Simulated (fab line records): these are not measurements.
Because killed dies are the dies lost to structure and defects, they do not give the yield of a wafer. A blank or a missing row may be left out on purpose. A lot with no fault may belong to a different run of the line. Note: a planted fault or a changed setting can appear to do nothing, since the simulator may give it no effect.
Problem report in the 8D (eight disciplines) form, filled by code | flow gf180mcu | the parts of the form that need people (team, actions taken, sign-off) are left out

1. THE ISSUE
At GF_TOP_METAL_METAL_ETCH_16, bias w averages 169.9 W over 6 wafers from 2 lots, while fault-free wafers read 140.1 W, standard deviation 0.41. Relative to the usual mean, that is a shift of +73 standard deviations.
The step: etches the open film in Cl2/BCl3, stops on SiO2, target depth 1197 nm, time 199.5 s.
The first sign was on wafer L269.1 at day 31 12:34, on rie metal-01. The record has a number at this step for 36 wafers belonging to 12 lots. Rule for "out", or "out of limits": more than 4 standard deviations from the usual mean. Any other wafer with a number is counted as sound.

2. WHAT IT IS AND WHAT IT IS NOT
question                    | is                     | is not
which readings at this step | bias w                 | drypump motor current A
which lots                  | L269, L270             | L257, L258, L260, L263, L264, L267, L275, L276, L277, L278
which wafers of those lots  | all that have a number | -
read on which tools         | rie metal-01           | rie metal-02, rie metal-04
when                        | from day 31 12:34      | up to then (18 sound wafers); but 12 sound wafers of L275, L276, L277, L278 came after

3. SUSPECTS, AND WHAT RULES EACH OUT
Counting: any tool at a process step up to the reading is kept as a suspect provided that every lot that is out went through it and no sound lot did after the first of them.
- rie metal-01 at GF_TOP_METAL_METAL_ETCH_16 (etches the open film in Cl2/BCl3, stops on SiO2, target depth 1197 nm, time 199.5 s): kept. All lots that are out passed through it, beginning with L269 at day 31 12:34, and no sound lot followed; its final sound lot before that point was L267 at day 31 03:40. On those wafers its own readings are out: bias w.
The count leaves rie metal-01 at GF_TOP_METAL_METAL_ETCH_16.

4. THE CAUSE (what the simulator had put in)
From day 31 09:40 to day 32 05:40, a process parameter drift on rie metal-01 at GF_TOP_METAL_METAL_ETCH_16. A move of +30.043 in setting bias w, from 140. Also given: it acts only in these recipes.
The count eliminated every tool but this one.

5. THE EFFECT CHAIN, in route order
Each row: a reading whose mean over the struck wafers that have a number lies more than 3 standard deviations from the usual. Only readings for which the record gives a usual standard deviation are gone through. hours: the time from each lot's start at the first step in this table that gives one to its start at this step, as a median over the lots. sigmas: the change in usual standard deviations.
hours | step                       | reading | usual   | on struck wafers | change | sigmas
0     | GF_TOP_METAL_METAL_ETCH_16 | bias w  | 140.1 W | 169.9            | +29.8  | +73
Here are the process steps it includes:
- GF_TOP_METAL_METAL_ETCH_16: etches the open film in Cl2/BCl3, stops on SiO2, target depth 1197 nm, time 199.5 s.

6. HOW IT WOULD HAVE BEEN CAUGHT EARLIER
In this record the first reading out of limits was taken at day 31 12:34, 3 hours after the fault began at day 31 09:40.
